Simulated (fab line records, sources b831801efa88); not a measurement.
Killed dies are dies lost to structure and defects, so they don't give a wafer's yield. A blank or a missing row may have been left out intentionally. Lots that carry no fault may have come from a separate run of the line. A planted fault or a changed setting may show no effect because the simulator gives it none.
Which tool did it?	flow sky130	36 wafers from 12 lots sampled at 6 of the route's 708 steps

WHAT THE GAUGES SHOWED, per wafer
SKY_FIELD_ISO_BOW_MEAS_00. Usual: INCOMING_BOW gives 0 um (standard deviation 6.3).
lot	measured	on	INCOMING_BOW (um)	flag
L407	day 1 15:00	film metro-02	4 3 5	
L410	day 2 06:02	film metro-02	1 3 -11	
L411	day 2 11:01	film metro-04	4 4 -15	
L413	day 2 21:01	film metro-02	1 -3 6	
L421	day 4 13:00	film metro-01	-12 -16 -2	
L422	day 4 18:00	film metro-02	9 7 0	
L423	day 4 23:00	film metro-04	-13 0 5	
L424	day 5 04:01	film metro-02	2 0 4	
L425	day 5 09:01	film metro-02	-1 7 -9	
L426	day 5 14:04	film metro-02	4 -1 -8	
L427	day 5 19:00	film metro-01	6 5 -2	
L429	day 6 05:00	film metro-01	3 10 1	

SKY_PWDE_TW_MEAS_10. Usual: PWDE_TW gives 373.2 (standard deviation 1.9).
lot	measured	on	PWDE_TW	flag
L407	day 4 02:18	film metro-02	372.2 372.3 371.1	
L410	day 4 23:37	film metro-04	428.3 424.2 424.2	OFF
L411	day 5 02:55	film metro-03	374.7 376.4 374.3	
L413	day 5 15:04	film metro-03	428.7 430.0 431.0	OFF
L421	day 7 09:19	film metro-04	375.3 373.6 373.9	
L422	day 7 15:18	film metro-02	370.4 370.6 370.2	
L423	day 7 18:40	film metro-03	375.6 374.9 373.3	
L424	day 8 04:43	film metro-04	374.3 374.1 373.7	
L425	day 8 10:16	film metro-03	374.8 376.9 375.4	
L426	day 8 13:43	film metro-04	373.5 373.1 371.0	
L427	day 8 18:57	film metro-03	375.2 374.9 375.6	
L429	day 9 05:17	film metro-04	373.1 372.7 371.2	

SKY_NWELL_OVL_MEAS_10. Usual: NWELL_00_OVL gives 0.8 nm (standard deviation 1.3).
lot	measured	on	NWELL_00_OVL (nm)	flag
L407	day 4 19:03	overlay-01	1.2 0.1 0.7	
L410	day 5 16:53	overlay-01	1.3 3.5 1.5	
L411	day 5 20:04	overlay-01	2.3 3.1 2.4	
L413	day 6 09:22	overlay-02	1.0 0.3 1.0	
L421	day 8 05:34	overlay-01	1.9 1.5 2.3	
L422	day 8 11:51	overlay-01	-0.1 0.6 -0.1	
L423	day 8 14:43	overlay-01	-0.6 -0.6 -1.9	
L424	day 9 00:46	overlay-02	1.0 -0.9 -0.3	
L425	day 9 05:44	overlay-01	0.5 1.2 0.9	
L426	day 9 09:37	overlay-01	1.7 0.4 2.0	
L427	day 9 14:10	overlay-02	-1.0 -2.3 -2.5	
L429	day 10 01:46	overlay-01	0.7 0.6 1.0	

SKY_NWELL_RS_MEAS_31: measurement is done with a four-point probe. Usual: PWDE_RS gives 5274 ohm/sq (standard deviation 16).
lot	measured	on	PWDE_RS (ohm/sq)	flag
L407	day 5 13:23	film metro-03	5256 5247 5266	
L410	day 6 12:25	film metro-03	3745 3734 3746	OFF
L411	day 6 16:18	film metro-04	5292 5296 5280	
L413	day 7 05:32	film metro-02	3736 3743 3744	OFF
L421	day 9 02:56	film metro-02	5263 5283 5263	
L422	day 9 09:49	film metro-04	5276 5269 5274	
L423	day 9 12:04	film metro-03	5281 5299 5294	
L424	day 9 22:10	film metro-04	5251 5261 5271	
L425	day 10 03:59	film metro-03	5252 5254 5251	
L426	day 10 08:47	film metro-03	5292 5294 5298	
L427	day 10 13:57	film metro-03	5264 5254 5267	
L429	day 11 01:53	film metro-04	5260 5274 5277	

TOOL THAT RAN EACH LOT (tool first, then ch and the chambers of the sampled wafers, then the start)
lot	SKY_FIELD_ISO_STRIP_16	SKY_PWDE_IMPLANT_08
L407	plasma asher-03 ch 0,1, day 2 10:43	implanter-03 ch 0, day 4 02:03
L410	plasma asher-01 ch 0,1, day 3 04:35	implanter-03 ch 0, day 4 23:24
L411	plasma asher-01 ch 0,1, day 3 07:07	implanter-01 ch 0, day 5 02:41
L413	plasma asher-02 ch 0,1, day 3 18:27	implanter-03 ch 0, day 5 14:50
L421	plasma asher-03 ch 0,1, day 5 10:16	implanter-01 ch 0, day 7 09:04
L422	plasma asher-02 ch 0,1, day 5 16:21	implanter-01 ch 0, day 7 15:03
L423	plasma asher-01 ch 0,1, day 5 21:28	implanter-04 ch 0, day 7 18:25
L424	plasma asher-03 ch 1, day 6 06:30	implanter-03 ch 0, day 8 04:29
L425	plasma asher-03 ch 0,1, day 6 10:55	implanter-04 ch 0, day 8 10:02
L426	plasma asher-02 ch 0,1, day 6 13:35	implanter-03 ch 0, day 8 13:31
L427	plasma asher-01 ch 0,1, day 6 18:07	implanter-04 ch 0, day 8 18:42
L429	plasma asher-01 ch 0,1, day 7 03:52	implanter-03 ch 0, day 9 05:02
- SKY_FIELD_ISO_STRIP_16: strips in O2/N2.
- SKY_PWDE_IMPLANT_08

WHAT THE TOOLS THEMSELVES READ (means of the sampled wafers that have a number; where no wafer has one, the mark that the record gives instead)
SKY_FIELD_ISO_STRIP_16. Usual: drypump motor current A 5.60 A, standard deviation 0.3; oes product au 0.378 a.u., standard deviation 0.0049; strip time to endpoint s 3.549 s, standard deviation 0.028.
lot	tool	drypump motor current A (A)	oes product au (a.u.)	strip time to endpoint s (s)	flag
L407	plasma asher-03	5.34	0.382	3.582	
L410	plasma asher-01	5.94	0.380	3.577	
L411	plasma asher-01	5.76	0.375	3.546	
L413	plasma asher-02	5.58	0.378	3.529	
L421	plasma asher-03	5.34	0.381	3.564	
L422	plasma asher-02	5.60	0.375	3.530	
L423	plasma asher-01	5.75	0.377	3.581	
L424	plasma asher-03	5.12	0.383	3.593	
L425	plasma asher-03	5.25	0.374	3.540	
L426	plasma asher-02	5.56	0.383	3.567	
L427	plasma asher-01	5.75	0.379	3.532	
L429	plasma asher-01	5.94	0.379	3.555	

SKY_PWDE_IMPLANT_08. Usual: dose ions cm2 3.6e+12, standard deviation 3.9e+09; faraday current uA 20.3, standard deviation 0.4.
lot	tool	dose ions cm2	faraday current uA	flag
L407	implanter-03	3.6e+12	20.2	
L410	implanter-03	5.6e+12	31.7	OFF
L411	implanter-01	3.6e+12	20.0	
L413	implanter-03	5.6e+12	31.7	OFF
L421	implanter-01	3.6e+12	20.5	
L422	implanter-01	3.6e+12	20.2	
L423	implanter-04	3.6e+12	19.9	
L424	implanter-03	3.6e+12	19.6	
L425	implanter-04	3.6e+12	20.4	
L426	implanter-03	3.6e+12	20.3	
L427	implanter-04	3.6e+12	20.4	
L429	implanter-03	3.6e+12	20.3	

THE ANSWER, worked out from the rows above alone
Rule: take the mean of a lot's wafers that have a number; if it is more than 3 standard deviations from the usual mean, the lot is off. Also off: a lot with no number at a reading for which 4 or more lots have one. All remaining lots with rows at the step are treated as sound. First the gauges in route order, then the tools' own readings, where a lot's mean is used as printed above. The first step at which some lot is off is used, and at that step the reading that is off furthest; a lot without a number counts as furthest.
Off: L410, L413, seen at SKY_PWDE_TW_MEAS_10 (PWDE_TW).
A tool fits if, at a process step before that reading, it ran every lot that is off, and no sound lot after the first of them. Not tried: the gauges at SKY_PWDE_TW_MEAS_10; whatever is off there is also off at SKY_PWDE_IMPLANT_08, on other tools, and gauge error can't account for it. None of those tried fits.

WHAT THE SIMULATOR HAD PUT IN
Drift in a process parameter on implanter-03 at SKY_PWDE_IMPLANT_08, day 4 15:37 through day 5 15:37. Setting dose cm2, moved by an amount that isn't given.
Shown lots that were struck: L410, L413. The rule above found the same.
